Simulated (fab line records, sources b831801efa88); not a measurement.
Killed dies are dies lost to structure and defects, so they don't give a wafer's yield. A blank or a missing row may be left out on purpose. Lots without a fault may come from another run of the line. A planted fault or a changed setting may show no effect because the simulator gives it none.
Which tool did it? | flow gf180mcu | 13 lots, 39 wafers sampled, at 3 steps of a route of 602

WHAT THE GAUGES READ, wafer by wafer
GF_SAB_THK_MEAS_01.
lot  | measured     | on            | SAB_CVD_00_THK (nm)
L968 | day 14 05:57 | film_metro-03 | 50.3 51.0 51.7
L970 | day 14 23:25 | film_metro-03 | 49.3 50.6 50.0
L971 | day 15 02:19 | film_metro-04 | 49.1 48.8 49.7
L972 | day 15 16:47 | film_metro-04 | 50.1 48.8 50.2
L973 | day 15 23:10 | film_metro-03 | 49.6 50.2 50.9
L974 | day 16 08:48 | film_metro-04 | 50.1 50.3 50.9
L976 | day 17 00:28 | film_metro-03 | 50.4 50.8 51.1
L977 | day 17 10:01 | film_metro-04 | 49.9 50.4 50.1
L979 | day 18 06:43 | film_metro-03 | 50.2 49.7 51.1
L980 | day 18 15:33 | film_metro-03 | 49.2 49.8 49.8
L981 | day 18 21:20 | film_metro-02 | 50.0 50.9 50.8
L985 | day 20 03:40 | film_metro-02 | 49.4 50.6 50.1
L987 | day 20 21:35 | film_metro-04 | 50.1 50.2 52.8

GF_V1_CD_MEAS_14: target cd 260 nm.
lot  | measured     | on        | cd_nm (nm)
L968 | day 18 01:52 | cd_sem-01 | 259.0 260.6 260.2
L970 | day 18 22:59 | cd_sem-02 | 258.4 259.4 259.7
L971 | day 19 02:00 | cd_sem-01 | 259.8 261.8 260.0
L972 | day 19 18:49 | cd_sem-02 | 260.2 260.9 259.4
L973 | day 20 02:34 | cd_sem-01 | 259.6 260.1 260.0
L974 | day 20 12:40 | cd_sem-01 | 261.3 261.7 261.4
L976 | day 21 04:25 | cd_sem-02 | 260.8 262.1 261.7
L977 | day 21 15:20 | cd_sem-02 | 257.4 258.0 257.4
L979 | day 22 10:35 | cd_sem-01 | 258.0 258.6 258.6
L980 | day 22 20:05 | cd_sem-01 | 259.9 260.0 260.1
L981 | day 23 01:59 | cd_sem-01 | 262.8 263.7 262.5
L985 | day 24 05:18 | cd_sem-01 | 260.3 259.6 259.9
L987 | day 24 22:01 | cd_sem-02 | 260.9 259.9 261.2

WHICH TOOL RAN EACH LOT (tool, then ch and the chambers of the sampled wafers, then the start)
lot  | GF_SAB_CVD_00
L968 | pecvd-03 ch 0,1, day 14 05:56
L970 | pecvd-03 ch 0,1,2, day 14 23:23
L971 | pecvd-04 ch 0,2, day 15 02:17
L972 | pecvd-04 ch 0,1, day 15 16:46
L973 | pecvd-03 ch 0,1, day 15 23:08
L974 | pecvd-03 ch 0,1,2, day 16 08:46
L976 | pecvd-03 ch 0,1, day 17 00:23
L977 | pecvd-01 ch 0,1,2, day 17 09:59
L979 | pecvd-01 ch 0,1, day 18 06:41
L980 | pecvd-03 ch 0,2, day 18 15:32
L981 | pecvd-03 ch 1,2, day 18 21:19
L985 | pecvd-01 ch 0,1, day 20 03:38
L987 | pecvd-03 ch 0,1,2, day 20 21:31
- GF_SAB_CVD_00: deposits SiO2 from TEOS, target thk 50 nm, time 4.9302 s.

WHAT THE TOOLS THEMSELVES READ (means of the sampled wafers that have a number; where no wafer has one, the mark that the record gives instead)
GF_SAB_CVD_00.
lot  | tool     | heater_power_w (W)
L968 | pecvd-03 | 758
L970 | pecvd-03 | 676
L971 | pecvd-04 | 736
L972 | pecvd-04 | 607
L973 | pecvd-03 | 770
L974 | pecvd-03 | 717
L976 | pecvd-03 | 758
L977 | pecvd-01 | 678
L979 | pecvd-01 | 670
L980 | pecvd-03 | 610
L981 | pecvd-03 | 719
L985 | pecvd-01 | 576
L987 | pecvd-03 | 678

THE ANSWER, worked out from the rows above alone
Rule: what is usual is taken from the lots themselves. Put in order of their means at a reading, lots are off if they are a third of the lots or fewer, leave a main group of 4 or more, and stand apart from it by a gap of 3 or more times the standard deviation of the main group's means; of several such gaps the widest counts. A main group whose means are all the same, to the digits that the tables above print for the reading, isn't used. A lot without any number at a reading at which 4 lots or more have one is off too. The other lots that the step has rows for count as sound. The gauges are gone through in route order, then the tools' own readings, and for those a lot's mean is taken as printed above. The first step at which some lot is off is used, and at that step the reading that is off furthest; a lot without a number counts as furthest.
No lot is off at any reading shown: from this, nothing can be told.

WHAT THE SIMULATOR HAD PUT IN
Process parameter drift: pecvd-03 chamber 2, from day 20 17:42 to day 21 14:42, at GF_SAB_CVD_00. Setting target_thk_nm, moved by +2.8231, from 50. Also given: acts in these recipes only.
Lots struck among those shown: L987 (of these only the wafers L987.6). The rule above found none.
